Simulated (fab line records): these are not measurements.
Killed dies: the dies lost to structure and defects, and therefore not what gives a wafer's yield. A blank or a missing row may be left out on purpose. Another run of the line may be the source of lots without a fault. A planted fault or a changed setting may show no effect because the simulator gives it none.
Shared-tool check    flow sky130    14 lots, 42 wafers sampled

THE REASON FOR OPENING IT
On 2 of the 14 lots, a flag is raised at SKY_POLY_GATE_CD_MEAS_13 on the reading cdNm. Wafers without a fault read 149.5 nm, standard deviation 1.7.
Rule: a lot is flagged in two cases, either no wafer of it has a number, or all its wafers with numbers fall more than 4 standard deviations from that mean. The other lots count as sound.

lot   measured      on        cdNm (nm), wafer by wafer  flag
L399  day 16 14:14  cdSem-01  150.9 152.2 151.9          
L400  day 16 19:45  cdSem-02  149.7 148.8 150.0          
L401  day 17 06:02  cdSem-01  147.2 147.9 147.1          
L402  day 17 15:01  cdSem-01  150.1 150.3 151.1          
L403  day 17 20:16  cdSem-02  149.8 149.1 148.9          
L404  day 18 04:05  cdSem-02  150.7 149.9 150.6          
L406  day 19 19:22  cdSem-01  150.7 150.2 150.3          
L408  day 20 00:01  cdSem-02  150.1 150.5 150.7          
L409  day 20 09:53  cdSem-02  151.1 150.6 150.0          
L412  day 21 02:07  cdSem-02  151.2 151.1 150.4          
L413  day 21 15:01  cdSem-01  139.8 140.4 139.4          FLAGGED
L414  day 21 22:11  cdSem-01  137.2 137.2 137.8          FLAGGED
L417  day 22 19:00  cdSem-01  150.4 150.6 150.0          
L419  day 23 14:26  cdSem-02  150.9 150.2 148.9          
On average the flagged lots' numbers are 138.6 nm, which is -10.9 nm against the usual, or -6 standard deviations.

WHICH TOOL EACH LOT WENT THROUGH
The record holds 1 process step before the reading, out of a route of 708 steps. Every cell lists first the tool, next ch and the chambers used by the sampled wafers, and last the start.
lot   flag     SKY_POLY_GATE_EXPOSE_10
L399           krfScanner-01 ch 0, day 16 00:34
L400           krfScanner-01 ch 0, day 16 05:46
L401           krfScanner-01 ch 0, day 16 15:26
L402           krfScanner-02 ch 0, day 17 00:56
L403           krfScanner-01 ch 0, day 17 05:56
L404           krfScanner-02 ch 0, day 17 13:25
L406           krfScanner-02 ch 0, day 19 04:05
L408           krfScanner-02 ch 0, day 19 08:23
L409           krfScanner-02 ch 0, day 19 18:16
L412           krfScanner-01 ch 0, day 20 11:22
L413  FLAGGED  krfScanner-01 ch 0, day 20 23:32
L414  FLAGGED  krfScanner-01 ch 0, day 21 07:50
L417           krfScanner-02 ch 0, day 22 03:59
L419           krfScanner-02 ch 0, day 22 23:52
What is done by these steps:
- SKY_POLY_GATE_EXPOSE_10: exposes mask P1M, target cd 150 nm.
- SKY_POLY_GATE_CD_MEAS_13: target cd 150 nm.

FLAGGED OVER TOTAL, TOOL BY TOOL (the gauges that took the reading come last)
step                      tool           lots run  flagged  share of the flagged lots  sound lots run after its first flagged lot
SKY_POLY_GATE_EXPOSE_10   krfScanner-01  7         2        all                        0
SKY_POLY_GATE_EXPOSE_10   krfScanner-02  7         0        none                       -
SKY_POLY_GATE_CD_MEAS_13  cdSem-01       7         2        all                        1 (L417)
SKY_POLY_GATE_CD_MEAS_13  cdSem-02       7         0        none                       -

THE TABLE: WHAT IT ALLOWS
krfScanner-01 at SKY_POLY_GATE_EXPOSE_10 and cdSem-01 at SKY_POLY_GATE_CD_MEAS_13 are the 2 rows of the table that ran each flagged lot.
- krfScanner-01 at SKY_POLY_GATE_EXPOSE_10 ran 7 lots, 2 of them flagged. Last sound lot L412 at day 20 11:22, first flagged lot L413 at day 20 23:32; a fault beginning in between fits. Its own readings (exposureDoseMJCm2) fall more than 4 standard deviations out on all wafers of the flagged lots.
- cdSem-01 at SKY_POLY_GATE_CD_MEAS_13 ran 7 lots, 2 of them flagged. Lots that were sound ran on it after the first flagged one (L417); a persistent fault on the entire tool would not allow that.
One tool is left: krfScanner-01 at SKY_POLY_GATE_EXPOSE_10.

WHAT THE SIMULATOR HAD PUT IN
Drift in process parameters on krfScanner-01 at SKY_POLY_GATE_EXPOSE_10, starting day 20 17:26. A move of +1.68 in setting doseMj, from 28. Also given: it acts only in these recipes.
Shown lots that were struck: L413, L414. The same result came from the rule above.
